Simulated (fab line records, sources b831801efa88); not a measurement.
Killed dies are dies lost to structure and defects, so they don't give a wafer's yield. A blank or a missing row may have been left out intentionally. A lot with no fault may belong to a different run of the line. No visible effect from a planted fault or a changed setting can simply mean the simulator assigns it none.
Lot-split experiment + flow sfq line + 23 wafers read from 5 lots, route of 325 steps

== SPLIT DETAILS ==
At SFQ_TRILAYER_I4_VIA_LITHO_COAT_103 (resist thk 650 nm), the setting spin rpm was moved away from the recipe's 3000 rpm on 4 of the 23 wafers read, by +3.1% to +6.9%. This setting was run at the recipe's value on the other wafers.

No step appears in the file between the split and the reading.

== THE READING ==
KrF_of_TRILAYER_I4_VIA_LITHO_COAT_103.thk nm (the simulator's own value, which no gauge read), in nm, at SFQ_TRILAYER_I4_VIA_BARC_OPEN_VIA_ETCH_146 (etches BARC in O2, target depth 125 nm, time 41.7 s). No usual value for it is given in the file. Average 571.1 nm, standard deviation 4 nm, over the 19 wafers here run with the recipe.

| wafer  | tool, chamber at the split | spin rpm as run, rpm | against the recipe | KrF_of_TRILAYER_I4_VIA_LITHO_COAT_103.thk nm, nm | against lot-mates on the recipe |
|--------|----------------------------|----------------------|--------------------|--------------------------------------------------|---------------------------------|
| L074.1 | litho track-01, 0          | 3000                 | recipe             | 572.2                                            | -                               |
| L074.2 | litho track-01, 0          | 3000                 | recipe             | 572.2                                            | -                               |
| L074.4 | litho track-01, 0          | 3000                 | recipe             | 571.5                                            | -                               |
| L074.5 | litho track-01, 0          | 3000                 | recipe             | 577.9                                            | -                               |
| L074.6 | litho track-01, 0          | 3000                 | recipe             | 573.7                                            | -                               |
| L075.1 | litho track-04, 0          | 3000                 | recipe             | 564.7                                            | -                               |
| L075.2 | litho track-04, 0          | 3000                 | recipe             | 568.3                                            | -                               |
| L075.3 | litho track-04, 0          | 3000                 | recipe             | 574.1                                            | -                               |
| L075.4 | litho track-04, 0          | 3207                 | +6.9%              | 549.1                                            | -19.9                           |
| L075.6 | litho track-04, 0          | 3207                 | +6.9%              | 551                                              | -18.0                           |
| L080.1 | litho track-03, 0          | 3000                 | recipe             | 563.6                                            | -                               |
| L080.2 | litho track-03, 0          | 3000                 | recipe             | 569.2                                            | -                               |
| L080.4 | litho track-03, 0          | 3094                 | +3.1%              | 552.9                                            | -12.9                           |
| L080.5 | litho track-03, 0          | 3000                 | recipe             | 564.7                                            | -                               |
| L080.6 | litho track-03, 0          | 3094                 | +3.1%              | 560.8                                            | -5.0                            |
| L083.3 | litho track-03, 0          | 3000                 | recipe             | 576.7                                            | -                               |
| L083.6 | litho track-03, 0          | 3000                 | recipe             | 576.7                                            | -                               |
| L083.4 | litho track-03, 0          | 3000                 | recipe             | 574                                              | -                               |
| L085.2 | litho track-01, 0          | 3000                 | recipe             | 572.5                                            | -                               |
| L085.5 | litho track-01, 0          | 3000                 | recipe             | 572.5                                            | -                               |
| L085.3 | litho track-01, 0          | 3000                 | recipe             | 569.2                                            | -                               |
| L085.4 | litho track-01, 0          | 3000                 | recipe             | 568.4                                            | -                               |
| L085.6 | litho track-01, 0          | 3000                 | recipe             | 569                                              | -                               |

THE FIT
A straight line over all 23 wafers: KrF_of_TRILAYER_I4_VIA_LITHO_COAT_103.thk nm changes by -3.27 nm for each +1% of spin rpm; r = -0.86; the points scatter about the line by 4.2 nm.
The same after taking each lot's own level away (the mean of its wafers on the recipe; 23 wafers): -2.77 nm for each +1%; r = -0.92; scatter 2.6 nm.
That fit puts the effect of the largest move of spin rpm on the reading at 19 nm.
The lots' own levels span 565.83 to 575.80 nm, that is 2.5 times the standard deviation above.
So the slope is not independent of the lot-to-lot level: the two fits are not the same.
Check: for one of the wafers moved furthest among these (+6.9%), held out of the fit, the line's prediction against its lot-mates is -18.5 nm. It came out at -19.9 nm against them.

== OTHER SPLITS APPLIED TO THESE WAFERS ==
Before the reading, these wafers also passed through other splits. Each is held against what the fit with the lots' levels taken away leaves over:
| other split on the same wafers           | wafers away from the commonest value | r with KrF_of_TRILAYER_I4_VIA_LITHO_COAT_103.thk nm (lot level and that fit taken away) |
|------------------------------------------|--------------------------------------|-----------------------------------------------------------------------------------------|
| SFQ_TRILAYER_M4_DEP_SPUTTER_091 power w  | 6                                    | +0.28                                                                                   |
| SFQ_TRILAYER_M4_LITHO_PEB_096 peb time s | 9                                    | +0.08                                                                                   |

== THE WHOLE CHAIN: every reading that the file lists as answering this split, in the file's order ==
| step                                       | what it does                                          | reading                                                                                       | change (the file's fit)                                                                                    | r (the file's) |
|--------------------------------------------|-------------------------------------------------------|-----------------------------------------------------------------------------------------------|------------------------------------------------------------------------------------------------------------|----------------|
| SFQ_TRILAYER_I4_VIA_LITHO_COAT_103         | resist thk 650 nm                                     | KrF_of_TRILAYER_I4_VIA_LITHO_COAT_103.thk nm (the simulator's own value, which no gauge read) | -3.19 nm for each +1% of the setting                                                                       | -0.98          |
| SFQ_TRILAYER_I4_VIA_BARC_OPEN_VIA_ETCH_146 | etches BARC in O2, target depth 125 nm, time 41.7 s   | KrF_of_TRILAYER_I4_VIA_LITHO_COAT_103.thk nm (the simulator's own value, which no gauge read) | -2.77 nm for each +1% of the setting                                                                       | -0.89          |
| SFQ_TRILAYER_I4_VIA_ETCH_VIA_ETCH_106      | etches SiO2 in CHF3, stops on Nb, target depth 260 nm | KrF_of_TRILAYER_I4_VIA_LITHO_COAT_103.thk nm (the simulator's own value, which no gauge read) | -3.38 nm for each +1% of the setting, in a fit together with time s@TRILAYER_I4_VIA_BARC_OPEN_VIA_ETCH_146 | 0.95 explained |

== FILE'S OWN FIT ==
KrF_of_TRILAYER_I4_VIA_LITHO_COAT_103.thk nm changes by -2.77 nm for each +1% of spin rpm, r = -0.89.
